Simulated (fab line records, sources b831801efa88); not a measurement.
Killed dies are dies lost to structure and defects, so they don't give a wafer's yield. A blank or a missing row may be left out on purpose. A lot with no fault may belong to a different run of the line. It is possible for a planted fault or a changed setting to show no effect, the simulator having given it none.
fab line records + flow sky130
[record]
- lots = 13
- wafers = 39
- last_day = 50
route steps=708 shown LDD_HVN@271 LDD_HVP@288 LI_CONTACT@374 CONTACT@406
lots with no fault: from the same line, run without faults
start_h: hours from the record's opening day to when the first of the lot's shown wafers began + wait_h: hours from the lot's prior step to this one + " as in the row above + L1.1+2: several wafers, shown together as one row + - no value, or no start was given + * or withheld: withheld + < > ~ a bound
route shown NAME@n: names a module that has steps shown in the file, with the first one's number in the route + usual: mean/standard deviation of fault-free wafers + same: alike in all rows + chamber/n: place in a boat + sites: the reading at each site + _std_site: the values' standard deviation + _edge_site: inner sites' mean taken away from outer sites' mean + radius_mm: how far each site lies from the wafer's centre + mask NAME#n: copy n + behind: tool/chamber where the wafer was last shaped + hold: what put the lot on hold/how long, in hours/how the hold closed + device: whichever transistor did not switch (one of n, p or np) + end of line: tests of these same wafers at the route's end + step lacking rows: just its recipe + killed: not the wafer's yield, but the dies lost to structure and defects at the first sort + map: a wafer's dies, marking killed ones x, the rest . and places with no die _
set.NAME: the setting as run; set.NAME@STEP: as run at that earlier step + model.NAME: the simulator's own value behind a step, which no gauge read
route steps across a sampled set of lots; one table per step, one row per wafer
services: a tool's chamber out of use, with start hour (start_h, from the record's first day; less than 0 if before it), hours out, and reason
[[steps]]
[step SKY_LDD_HVN_EXPOSE_04]
[recipe]
- mask_id = HVNTM
- na = 0.6
- source_shape = conventional
- sigma_outer = 0.6
- polarization = unpolarized
- target_cd_nm = 700
- dose_mj = 127
[usual]
- stage_vel_mm_s = 499.99/0.27
| lot.wafer | tool             | chamber | start_h | wait_h | mask    | stage_vel_mm_s |
|-----------|------------------|---------|---------|--------|---------|----------------|
| L701.1    | iline_stepper-02 | 0       | 435.90  | -      | HVNTM#0 | 500.05         |
| L701.4    | "                | 0       | "       | "      | HVNTM#0 | 500.27         |
| L701.6    | "                | 0       | "       | "      | HVNTM#0 | 500.11         |
| L702.1    | iline_stepper-01 | 0       | 452.85  | -      | HVNTM#0 | 499.97         |
| L702.3    | "                | 0       | "       | "      | HVNTM#0 | 500.09         |
| L702.5    | "                | 0       | "       | "      | HVNTM#0 | 500.05         |
| L703.1    | iline_stepper-02 | 0       | 467.95  | -      | HVNTM#0 | 500.05         |
| L703.2    | "                | 0       | "       | "      | HVNTM#0 | 499.97         |
| L703.4    | "                | 0       | "       | "      | HVNTM#0 | 499.72         |
| L704.4    | iline_stepper-01 | 0       | 471.90  | -      | HVNTM#0 | 499.73         |
| L704.5    | "                | 0       | "       | "      | HVNTM#0 | 499.88         |
| L704.6    | "                | 0       | "       | "      | HVNTM#0 | 499.89         |
| L706.1    | iline_stepper-02 | 0       | 497.55  | -      | HVPTM#0 | 499.65         |
| L706.2    | "                | 0       | "       | "      | HVPTM#0 | 499.88         |
| L706.6    | "                | 0       | "       | "      | HVPTM#0 | 500.53         |
| L709.1    | iline_stepper-01 | 0       | 522.55  | -      | HVNTM#0 | 499.57         |
| L709.4    | "                | 0       | "       | "      | HVNTM#0 | 499.36         |
| L709.5    | "                | 0       | "       | "      | HVNTM#0 | 499.60         |
| L712.1    | iline_stepper-02 | 0       | 559.45  | -      | HVNTM#0 | 499.83         |
| L712.2    | "                | 0       | "       | "      | HVNTM#0 | 499.99         |
| L712.3    | "                | 0       | "       | "      | HVNTM#0 | 500.35         |
| L716.1    | iline_stepper-02 | 0       | 583.65  | -      | HVNTM#0 | 499.65         |
| L716.3    | "                | 0       | "       | "      | HVNTM#0 | 500.08         |
| L716.4    | "                | 0       | "       | "      | HVNTM#0 | 500.09         |
| L718.3    | iline_stepper-01 | 0       | 602.83  | -      | HVNTM#0 | 499.69         |
| L718.5    | "                | 0       | "       | "      | HVNTM#0 | 499.54         |
| L718.6    | "                | 0       | "       | "      | HVNTM#0 | 499.55         |
| L720.1    | iline_stepper-02 | 0       | 613.27  | -      | HVNTM#0 | 500.52         |
| L720.4    | "                | 0       | "       | "      | HVNTM#0 | 500.58         |
| L720.5    | "                | 0       | "       | "      | HVNTM#0 | 500.11         |
| L721.1    | iline_stepper-02 | 0       | 619.72  | -      | HVNTM#0 | 499.64         |
| L721.2    | "                | 0       | "       | "      | HVNTM#0 | 500.17         |
| L721.3    | "                | 0       | "       | "      | HVNTM#0 | 500.46         |
| L722.2    | iline_stepper-02 | 0       | 627.49  | -      | HVNTM#0 | 500.13         |
| L722.3    | "                | 0       | "       | "      | HVNTM#0 | 499.93         |
| L722.4    | "                | 0       | "       | "      | HVNTM#0 | 500.14         |
| L723.1    | iline_stepper-02 | 0       | 636.57  | -      | HVNTM#0 | 500.12         |
| L723.5    | "                | 0       | "       | "      | HVNTM#0 | 500.58         |
| L723.6    | "                | 0       | "       | "      | HVNTM#0 | 500.11         |
[step SKY_LDD_HVN_OVL_MEAS_07]
[usual]
- LDD_HVN_OVL = -0.2/1.2
| lot.wafer | tool       | chamber | start_h | wait_h | LDD_HVN_OVL[nm] |
|-----------|------------|---------|---------|--------|-----------------|
| L701.1    | overlay-02 | -       | 450.63  | 0.1    | 1.0             |
| L701.4    | "          | -       | "       | "      | 0.4             |
| L701.6    | "          | -       | "       | "      | 0.4             |
| L702.1    | overlay-02 | -       | 468.73  | 0.1    | 1.2             |
| L702.3    | "          | -       | "       | "      | -0.1            |
| L702.5    | "          | -       | "       | "      | -2.2            |
| L703.1    | overlay-01 | -       | 483.02  | 0.1    | 1.6             |
| L703.2    | "          | -       | "       | "      | 1.5             |
| L703.4    | "          | -       | "       | "      | -1.1            |
| L704.4    | overlay-01 | -       | 487.50  | 0.1    | 1.2             |
| L704.5    | "          | -       | "       | "      | -0.4            |
| L704.6    | "          | -       | "       | "      | -0.4            |
| L706.1    | overlay-02 | -       | 512.18  | 0.1    | -               |
| L706.2    | "          | -       | "       | "      | -               |
| L706.6    | "          | -       | "       | "      | -               |
| L709.1    | overlay-02 | -       | 537.32  | 0.1    | -1.1            |
| L709.4    | "          | -       | "       | "      | -0.7            |
| L709.5    | "          | -       | "       | "      | 1.4             |
| L712.1    | overlay-02 | -       | 572.42  | 0.1    | -1.8            |
| L712.2    | "          | -       | "       | "      | -0.5            |
| L712.3    | "          | -       | "       | "      | 0.8             |
| L716.1    | overlay-02 | -       | 596.93  | 0.1    | -0.8            |
| L716.3    | "          | -       | "       | "      | 1.7             |
| L716.4    | "          | -       | "       | "      | -0.5            |
| L718.3    | overlay-02 | -       | 616.98  | 0.1    | 0.4             |
| L718.5    | "          | -       | "       | "      | -0.7            |
| L718.6    | "          | -       | "       | "      | 0.0             |
| L720.1    | overlay-01 | -       | 626.33  | 0.1    | -0.2            |
| L720.4    | "          | -       | "       | "      | -1.6            |
| L720.5    | "          | -       | "       | "      | -0.9            |
| L721.1    | overlay-02 | -       | 632.88  | 0.1    | -1.3            |
| L721.2    | "          | -       | "       | "      | -1.6            |
| L721.3    | "          | -       | "       | "      | -1.6            |
| L722.2    | overlay-01 | -       | 640.73  | 0.1    | -0.3            |
| L722.3    | "          | -       | "       | "      | -0.1            |
| L722.4    | "          | -       | "       | "      | -0.9            |
| L723.1    | overlay-02 | -       | 650.38  | 0.1    | -1.6            |
| L723.5    | "          | -       | "       | "      | -0.7            |
| L723.6    | "          | -       | "       | "      | 0.7             |
[step SKY_LDD_HVN_TW_MEAS_10]
[usual]
- LDD_HVN_TW = 1417/6.4
| lot.wafer | tool          | chamber | start_h | wait_h | LDD_HVN_TW |
|-----------|---------------|---------|---------|--------|------------|
| L701.1    | film_metro-04 | -       | 450.92  | 0.1    | 1413       |
| L701.4    | "             | -       | "       | "      | 1412       |
| L701.6    | "             | -       | "       | "      | 1413       |
| L702.1    | film_metro-03 | -       | 469.02  | 0.1    | 1426       |
| L702.3    | "             | -       | "       | "      | 1423       |
| L702.5    | "             | -       | "       | "      | 1420       |
| L703.1    | film_metro-01 | -       | 483.31  | 0.1    | 1414       |
| L703.2    | "             | -       | "       | "      | 1415       |
| L703.4    | "             | -       | "       | "      | 1407       |
| L704.4    | film_metro-01 | -       | 487.80  | 0.1    | 1422       |
| L704.5    | "             | -       | "       | "      | 1411       |
| L704.6    | "             | -       | "       | "      | 1419       |
| L706.1    | film_metro-04 | -       | 512.46  | 0.1    | 30         |
| L706.2    | "             | -       | "       | "      | 30         |
| L706.6    | "             | -       | "       | "      | 30         |
| L709.1    | film_metro-04 | -       | 537.61  | 0.1    | 1415       |
| L709.4    | "             | -       | "       | "      | 1425       |
| L709.5    | "             | -       | "       | "      | 1420       |
| L712.1    | film_metro-01 | -       | 572.71  | 0.1    | 1421       |
| L712.2    | "             | -       | "       | "      | 1421       |
| L712.3    | "             | -       | "       | "      | 1429       |
| L716.1    | film_metro-04 | -       | 597.21  | 0.1    | 1402       |
| L716.3    | "             | -       | "       | "      | 1406       |
| L716.4    | "             | -       | "       | "      | 1414       |
| L718.3    | film_metro-01 | -       | 617.28  | 0.1    | 1414       |
| L718.5    | "             | -       | "       | "      | 1424       |
| L718.6    | "             | -       | "       | "      | 1417       |
| L720.1    | film_metro-04 | -       | 626.61  | 0.1    | 1423       |
| L720.4    | "             | -       | "       | "      | 1410       |
| L720.5    | "             | -       | "       | "      | 1415       |
| L721.1    | film_metro-01 | -       | 633.16  | 0.1    | 1415       |
| L721.2    | "             | -       | "       | "      | 1417       |
| L721.3    | "             | -       | "       | "      | 1416       |
| L722.2    | film_metro-04 | -       | 641.02  | 0.1    | 1409       |
| L722.3    | "             | -       | "       | "      | 1416       |
| L722.4    | "             | -       | "       | "      | 1411       |
| L723.1    | film_metro-01 | -       | 650.66  | 0.1    | 1418       |
| L723.5    | "             | -       | "       | "      | 1408       |
| L723.6    | "             | -       | "       | "      | 1413       |
[step SKY_LDD_HVP_TW_MEAS_10]
[usual]
- LDD_HVP_TW = 452/3.4
| lot.wafer | tool          | chamber | start_h | wait_h | LDD_HVP_TW |
|-----------|---------------|---------|---------|--------|------------|
| L701.1    | film_metro-03 | -       | 483.01  | 0.1    | 450        |
| L701.4    | "             | -       | "       | "      | 449        |
| L701.6    | "             | -       | "       | "      | 451        |
| L702.1    | film_metro-03 | -       | 500.56  | 0.1    | 452        |
| L702.3    | "             | -       | "       | "      | 452        |
| L702.5    | "             | -       | "       | "      | 454        |
| L703.1    | film_metro-04 | -       | 514.91  | 0.1    | 449        |
| L703.2    | "             | -       | "       | "      | 450        |
| L703.4    | "             | -       | "       | "      | 449        |
| L704.4    | film_metro-03 | -       | 519.35  | 0.1    | 453        |
| L704.5    | "             | -       | "       | "      | 452        |
| L704.6    | "             | -       | "       | "      | 450        |
| L706.1    | film_metro-04 | -       | 543.01  | 0.1    | 1419       |
| L706.2    | "             | -       | "       | "      | 1429       |
| L706.6    | "             | -       | "       | "      | 1437       |
| L709.1    | film_metro-04 | -       | 565.51  | 0.1    | 445        |
| L709.4    | "             | -       | "       | "      | 447        |
| L709.5    | "             | -       | "       | "      | 445        |
| L712.1    | film_metro-02 | -       | 600.52  | 0.1    | 454        |
| L712.2    | "             | -       | "       | "      | 455        |
| L712.3    | "             | -       | "       | "      | 455        |
| L716.1    | film_metro-03 | -       | 624.51  | 0.1    | 454        |
| L716.3    | "             | -       | "       | "      | 453        |
| L716.4    | "             | -       | "       | "      | 455        |
| L718.3    | film_metro-02 | -       | 643.78  | 0.1    | 451        |
| L718.5    | "             | -       | "       | "      | 454        |
| L718.6    | "             | -       | "       | "      | 455        |
| L720.1    | film_metro-03 | -       | 654.06  | 0.1    | 451        |
| L720.4    | "             | -       | "       | "      | 451        |
| L720.5    | "             | -       | "       | "      | 451        |
| L721.1    | film_metro-02 | -       | 660.56  | 0.1    | 456        |
| L721.2    | "             | -       | "       | "      | 460        |
| L721.3    | "             | -       | "       | "      | 456        |
| L722.2    | film_metro-04 | -       | 668.67  | 0.1    | 449        |
| L722.3    | "             | -       | "       | "      | 450        |
| L722.4    | "             | -       | "       | "      | 448        |
| L723.1    | film_metro-02 | -       | 678.11  | 0.1    | 455        |
| L723.5    | "             | -       | "       | "      | 456        |
| L723.6    | "             | -       | "       | "      | 457        |
[step SKY_LI_CONTACT_CD_MEAS_12]
[recipe]
- target_cd_nm = 170
[usual]
- cd_nm = 169.3/1.4
| lot.wafer | tool      | chamber | start_h | wait_h | cd_nm |
|-----------|-----------|---------|---------|--------|-------|
| L701.1    | cd_sem-01 | -       | 656.68  | -      | 169.3 |
| L701.4    | "         | -       | "       | "      | 169.7 |
| L701.6    | "         | -       | "       | "      | 171.5 |
| L702.1    | cd_sem-01 | -       | 674.52  | -      | 167.9 |
| L702.3    | "         | -       | "       | "      | 168.1 |
| L702.5    | "         | -       | "       | "      | 168.3 |
| L703.1    | cd_sem-02 | -       | 688.07  | -      | 168.7 |
| L703.2    | "         | -       | "       | "      | 167.4 |
| L703.4    | "         | -       | "       | "      | 166.9 |
| L704.4    | cd_sem-02 | -       | 690.39  | -      | 171.1 |
| L704.5    | "         | -       | "       | "      | 171.5 |
| L704.6    | "         | -       | "       | "      | 171.6 |
| L706.1    | cd_sem-02 | -       | 713.57  | -      | 169.7 |
| L706.2    | "         | -       | "       | "      | 168.9 |
| L706.6    | "         | -       | "       | "      | 168.3 |
| L709.1    | cd_sem-02 | -       | 735.27  | -      | 169.5 |
| L709.4    | "         | -       | "       | "      | 169.0 |
| L709.5    | "         | -       | "       | "      | 169.0 |
| L712.1    | cd_sem-01 | -       | 768.38  | -      | 171.0 |
| L712.2    | "         | -       | "       | "      | 172.5 |
| L712.3    | "         | -       | "       | "      | 172.4 |
| L716.1    | cd_sem-01 | -       | 791.23  | -      | 167.9 |
| L716.3    | "         | -       | "       | "      | 167.3 |
| L716.4    | "         | -       | "       | "      | 166.8 |
| L718.3    | cd_sem-02 | -       | 811.46  | -      | 168.9 |
| L718.5    | "         | -       | "       | "      | 170.0 |
| L718.6    | "         | -       | "       | "      | 168.0 |
| L720.1    | cd_sem-02 | -       | 822.38  | -      | 168.2 |
| L720.4    | "         | -       | "       | "      | 167.7 |
| L720.5    | "         | -       | "       | "      | 169.0 |
| L721.1    | cd_sem-02 | -       | 828.43  | -      | 168.5 |
| L721.2    | "         | -       | "       | "      | 169.8 |
| L721.3    | "         | -       | "       | "      | 168.9 |
| L722.2    | cd_sem-02 | -       | 836.69  | -      | 169.1 |
| L722.3    | "         | -       | "       | "      | 170.2 |
| L722.4    | "         | -       | "       | "      | 169.9 |
| L723.1    | cd_sem-01 | -       | 845.24  | -      | 169.2 |
| L723.5    | "         | -       | "       | "      | 168.7 |
| L723.6    | "         | -       | "       | "      | 169.4 |
[step SKY_LI_CONTACT_RS_MEAS_22]
[recipe]
- thk_meas_gauge = four-point-probe
- reads = W_of_LI_CONTACT_CVD_21+TiN_of_LI_CONTACT_SPUTTER_20+Ti_of_LI_CONTACT_SPUTTER_19
[usual]
- LI_CONTACT_W_RS = 0.286/0.0049
| lot.wafer | tool          | chamber | start_h | wait_h | LI_CONTACT_W_RS[ohm/sq] |
|-----------|---------------|---------|---------|--------|-------------------------|
| L701.1    | film_metro-04 | -       | 657.52  | 0.1    | 0.284                   |
| L701.4    | "             | -       | "       | "      | 0.285                   |
| L701.6    | "             | -       | "       | "      | 0.290                   |
| L702.1    | film_metro-04 | -       | 675.42  | 0.1    | 0.286                   |
| L702.3    | "             | -       | "       | "      | 0.286                   |
| L702.5    | "             | -       | "       | "      | 0.285                   |
| L703.1    | film_metro-04 | -       | 688.92  | 0.1    | 0.289                   |
| L703.2    | "             | -       | "       | "      | 0.281                   |
| L703.4    | "             | -       | "       | "      | 0.287                   |
| L704.4    | film_metro-04 | -       | 691.44  | 0.1    | 0.284                   |
| L704.5    | "             | -       | "       | "      | 0.286                   |
| L704.6    | "             | -       | "       | "      | 0.290                   |
| L706.1    | film_metro-01 | -       | 714.41  | 0.1    | 0.285                   |
| L706.2    | "             | -       | "       | "      | 0.278                   |
| L706.6    | "             | -       | "       | "      | 0.282                   |
| L709.1    | film_metro-03 | -       | 736.11  | 0.1    | 0.289                   |
| L709.4    | "             | -       | "       | "      | 0.288                   |
| L709.5    | "             | -       | "       | "      | 0.288                   |
| L712.1    | film_metro-04 | -       | 769.22  | 0.1    | 0.283                   |
| L712.2    | "             | -       | "       | "      | 0.287                   |
| L712.3    | "             | -       | "       | "      | 0.284                   |
| L716.1    | film_metro-01 | -       | 792.18  | 0.2    | 0.290                   |
| L716.3    | "             | -       | "       | "      | 0.287                   |
| L716.4    | "             | -       | "       | "      | 0.286                   |
| L718.3    | film_metro-04 | -       | 812.30  | 0.1    | 0.283                   |
| L718.5    | "             | -       | "       | "      | 0.281                   |
| L718.6    | "             | -       | "       | "      | 0.277                   |
| L720.1    | film_metro-01 | -       | 823.22  | 0.1    | 0.279                   |
| L720.4    | "             | -       | "       | "      | 0.280                   |
| L720.5    | "             | -       | "       | "      | 0.279                   |
| L721.1    | film_metro-01 | -       | 829.27  | 0.1    | 0.276                   |
| L721.2    | "             | -       | "       | "      | 0.278                   |
| L721.3    | "             | -       | "       | "      | 0.278                   |
| L722.2    | film_metro-03 | -       | 837.53  | 0.1    | 0.300                   |
| L722.3    | "             | -       | "       | "      | 0.297                   |
| L722.4    | "             | -       | "       | "      | 0.292                   |
| L723.1    | film_metro-01 | -       | 846.09  | 0.1    | 0.280                   |
| L723.5    | "             | -       | "       | "      | 0.282                   |
| L723.6    | "             | -       | "       | "      | 0.280                   |
[step SKY_CONTACT_CVD_00]
[recipe]
- material = Si3N4
- target_thk_nm = 75
- temp_c = 400
- time_s = withheld
- rf_w = 450
[usual]
- heater_power_w = 690/84
- rf_fwd_power_W = 444.0/2.4
| lot.wafer | tool     | chamber | start_h | wait_h | heater_power_w | rf_fwd_power_W |
|-----------|----------|---------|---------|--------|----------------|----------------|
| L701.1    | pecvd-04 | 0       | 686.40  | 0.0    | 662            | 446.8          |
| L701.4    | "        | 1       | "       | "      | 691            | 439.4          |
| L701.6    | "        | 0       | "       | "      | 635            | 446.4          |
| L702.1    | pecvd-02 | 2       | 703.82  | 0.0    | 607            | 447.6          |
| L702.3    | "        | 0       | "       | "      | 684            | 445.6          |
| L702.5    | "        | 0       | "       | "      | 678            | 446.0          |
| L703.1    | pecvd-03 | 2       | 717.82  | 0.0    | 701            | 442.9          |
| L703.2    | "        | 1       | "       | "      | 830            | 444.7          |
| L703.4    | "        | 2       | "       | "      | 550            | 445.6          |
| L704.4    | pecvd-02 | 0       | 720.25  | 0.0    | 615            | 446.2          |
| L704.5    | "        | 1       | "       | "      | 770            | 443.6          |
| L704.6    | "        | 2       | "       | "      | 651            | 447.0          |
| L706.1    | pecvd-02 | 2       | 743.95  | 0.0    | 708            | 445.5          |
| L706.2    | "        | 0       | "       | "      | 668            | 445.4          |
| L706.6    | "        | 0       | "       | "      | 670            | 445.4          |
| L709.1    | pecvd-04 | 0       | 764.22  | 0.0    | 577            | 447.2          |
| L709.4    | "        | 0       | "       | "      | 568            | 447.2          |
| L709.5    | "        | 2       | "       | "      | 780            | 446.0          |
| L712.1    | pecvd-03 | 1       | 797.17  | 0.0    | 813            | 443.9          |
| L712.2    | "        | 0       | "       | "      | 670            | 445.0          |
| L712.3    | "        | 2       | "       | "      | 574            | 444.3          |
| L716.1    | pecvd-04 | 1       | 821.64  | 0.0    | 738            | 438.8          |
| L716.3    | "        | 2       | "       | "      | 810            | 443.6          |
| L716.4    | "        | 2       | "       | "      | 795            | 442.2          |
| L718.3    | pecvd-04 | 2       | 842.09  | 0.0    | 792            | 446.0          |
| L718.5    | "        | 0       | "       | "      | 590            | 445.3          |
| L718.6    | "        | 2       | "       | "      | 791            | 446.2          |
| L720.1    | pecvd-02 | 0       | 852.73  | 0.0    | 626            | 448.3          |
| L720.4    | "        | 1       | "       | "      | 789            | 442.3          |
| L720.5    | "        | 2       | "       | "      | 713            | 444.9          |
| L721.1    | pecvd-03 | 0       | 858.69  | 0.0    | 648            | 443.6          |
| L721.2    | "        | 2       | "       | "      | 566            | 443.3          |
| L721.3    | "        | 1       | "       | "      | 817            | 443.8          |
| L722.2    | pecvd-02 | 0       | 867.40  | 0.0    | 611            | 447.6          |
| L722.3    | "        | 2       | "       | "      | 617            | 445.0          |
| L722.4    | "        | 0       | "       | "      | 612            | 445.4          |
| L723.1    | pecvd-04 | 1       | 875.10  | 0.0    | 647            | 439.8          |
| L723.5    | "        | 0       | "       | "      | 685            | 445.9          |
| L723.6    | "        | 1       | "       | "      | 636            | 438.4          |
[[services]]
| tool             | chamber | start_h | hours | kind        |
|------------------|---------|---------|-------|-------------|
| iline_stepper-02 | -       | 421.42  | 1.7   | pm          |
| pecvd-03         | 1       | 422.92  | 15.2  | repair      |
| pecvd-04         | 0       | 432.68  | 2.2   | repair      |
| iline_stepper-02 | -       | 433.46  | 0.5   | repair      |
| iline_stepper-02 | -       | 438.90  | 15.3  | repair      |
| iline_stepper-02 | -       | 471.12  | 19.2  | repair      |
| iline_stepper-01 | -       | 493.10  | 3.9   | repair      |
| pecvd-02         | -       | 513.36  | 14.6  | pm          |
| iline_stepper-02 | 0       | 514.67  | -     | calibration |
| pecvd-04         | 0       | 555.10  | 3.0   | repair      |
| iline_stepper-01 | -       | 593.42  | 1.7   | pm          |
| iline_stepper-02 | -       | 602.25  | 8.4   | repair      |
| iline_stepper-02 | -       | 639.56  | 1.7   | pm          |
| iline_stepper-02 | -       | 644.31  | 8.6   | repair      |
| pecvd-04         | 0       | 686.94  | 22.9  | repair      |
| pecvd-04         | 1       | 688.65  | 23.1  | repair      |
| pecvd-03         | -       | 695.30  | 0.8   | repair      |
| pecvd-03         | -       | 747.59  | 1.5   | repair      |
| iline_stepper-01 | -       | 769.60  | 7.0   | repair      |
| iline_stepper-01 | -       | 777.93  | 9.1   | repair      |
| iline_stepper-01 | -       | 811.60  | 1.7   | pm          |
| pecvd-04         | -       | 816.00  | 4.9   | repair      |
| iline_stepper-02 | -       | 857.67  | 1.7   | pm          |
| pecvd-02         | -       | 861.39  | 2.8   | pm          |
[[key]]
[first_sign]
- step = SKY_LDD_HVN_EXPOSE_04
- reading = mask
- direction = changed
[effect]
- step = SKY_LDD_HVN_OVL_MEAS_07
- reading = LDD_HVN_OVL
- direction = missing
[effect]
- step = SKY_LDD_HVN_TW_MEAS_10
- reading = LDD_HVN_TW
- direction = down
- sigmas = 99+
- usual = 1417
- struck = 30
[effect]
- step = SKY_LDD_HVP_TW_MEAS_10
- reading = LDD_HVP_TW
- direction = up
- sigmas = 99+
- usual = 452
- struck = 1429
met_at SKY_LDD_HVN_EXPOSE_04
struck_lots L706
sort_left_out L706.1,L706.2,L706.6
tester_left_out L706
not_acting_at SKY_LI_CONTACT_CD_MEAS_12,SKY_LI_CONTACT_RS_MEAS_22,SKY_CONTACT_CVD_00
onset_between 467.95 497.55
[fault]
- kind = wrong_mask
- tool = any
- chamber = -
- onset_h = 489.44
- steps = SKY_LDD_HVN_EXPOSE_04
- aux_copy = HVPTM#0
- scope = struck_lots_only
// tester_left_out: of these lots the tester's yield and bins aren't shown, on N5 and GAA mostly nor the transistor test; their killed dies are dies lost to structure and defects alone, not to doping, threshold or leakage, so they don't give the yield
// sort_left_out: the simulated sort isn't trusted on such a fault, so these wafers' sort isn't shown, and their yield isn't known
